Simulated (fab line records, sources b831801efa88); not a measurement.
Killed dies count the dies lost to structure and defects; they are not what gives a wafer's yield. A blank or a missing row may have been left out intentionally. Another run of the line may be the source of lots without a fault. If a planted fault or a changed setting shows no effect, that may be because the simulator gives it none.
2 desks, one fault -- flow sky130 -- each desk has only its own numbers; what lay behind them comes last

## THE METROLOGY DESK
What the gauges read for every lot (on any tool): the sampled wafers with a number, averaged. Any lot whose mean is over 4 standard deviations away from the usual mean is out of limits and marked OUT; that distance is given in the brackets.
Columns: A = SONOS_TUNNEL_OVL at SKY_SONOS_TUNNEL_OVL_MEAS_08, usual 0.1 nm; B = POLY_GATE_CVD_03_THK at SKY_POLY_GATE_THK_MEAS_04, usual 74.8 nm; C = LDD_N_TW at SKY_LDD_N_TW_MEAS_17, usual 2581; D = LDD_HVP_OVL at SKY_LDD_HVP_OVL_MEAS_07, usual -1.5 nm
lot,first seen here,A,B,C,D
L601,day 11 03:46,1.3,73.9,2572,-1.0
L603,day 12 02:55,1.4,75.5,2554,-1.5
L605,day 12 18:43,0.3,75.0,2591,-1.3
L606,day 13 01:28,0.3,75.8,2587,-1.2
L607,day 13 10:25,-0.1,75.3,2585,-2.0
L615,day 15 19:43,-2.0,75.4,2540,0.5
L616,day 16 07:08,-0.4,75.5,2546,-2.8
L619,day 17 04:06,1.0,74.7,2599,-2.4
L620,day 17 16:26,-1.2,74.9,2586,-1.3
L621,day 17 23:42,-0.1,74.4,2579,-0.6
L622,day 18 07:31,-0.0,73.5,2584,-2.4
L624,day 19 16:12,1.5,73.7,2570,-2.4
This desk's verdict: no lot among the 12 shows anything out of limits.

## AT THE TOOL OWNER'S DESK: implanter-04
SKY_LDD_N_IMPLANT_10, tool's own readings: per-lot mean of the sampled wafers with a number, covering each lot this tool ran. Any lot whose mean is over 4 standard deviations away from the usual mean is out of limits and marked OUT; that distance is given in the brackets.
Columns: A = dose ions cm2 at SKY_LDD_N_IMPLANT_10, usual 7.503e+13; B = faraday current uA at SKY_LDD_N_IMPLANT_10, usual 423
lot,first seen here,A,B
L605,day 19 11:55,7.494e+13,421
L615,day 22 19:41,5.358e+13 (-99 or more) OUT,306 (-15) OUT
L616,day 23 07:01,5.353e+13 (-99 or more) OUT,303 (-15) OUT
L622,day 25 13:22,7.507e+13,421
L624,day 26 16:19,7.497e+13,422
Finding of this desk: L615, L616 out of limits; the first was L615 at day 22 19:41, on dose ions cm2 at SKY_LDD_N_IMPLANT_10. L605, L622, L624 stayed within limits.

## ALL TOGETHER
An alarm could have come from the tool owner's desk at day 22 19:41, on L615, L616.
From the metrology desk's view, nothing was out of limits.
The metrology desk holds a record of L615, L616, inside its limits.
Every lot named ran SKY_LDD_N_IMPLANT_10 on implanter-04.

## WHAT THE SIMULATOR HAD PUT IN
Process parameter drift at SKY_LDD_N_IMPLANT_10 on implanter-04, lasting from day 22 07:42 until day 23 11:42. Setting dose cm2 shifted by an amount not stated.
Struck lots among those shown: L615, L616.
How many hours passed from the start of the fault until each desk's first out-of-limits reading: the tool owner's desk, 12.
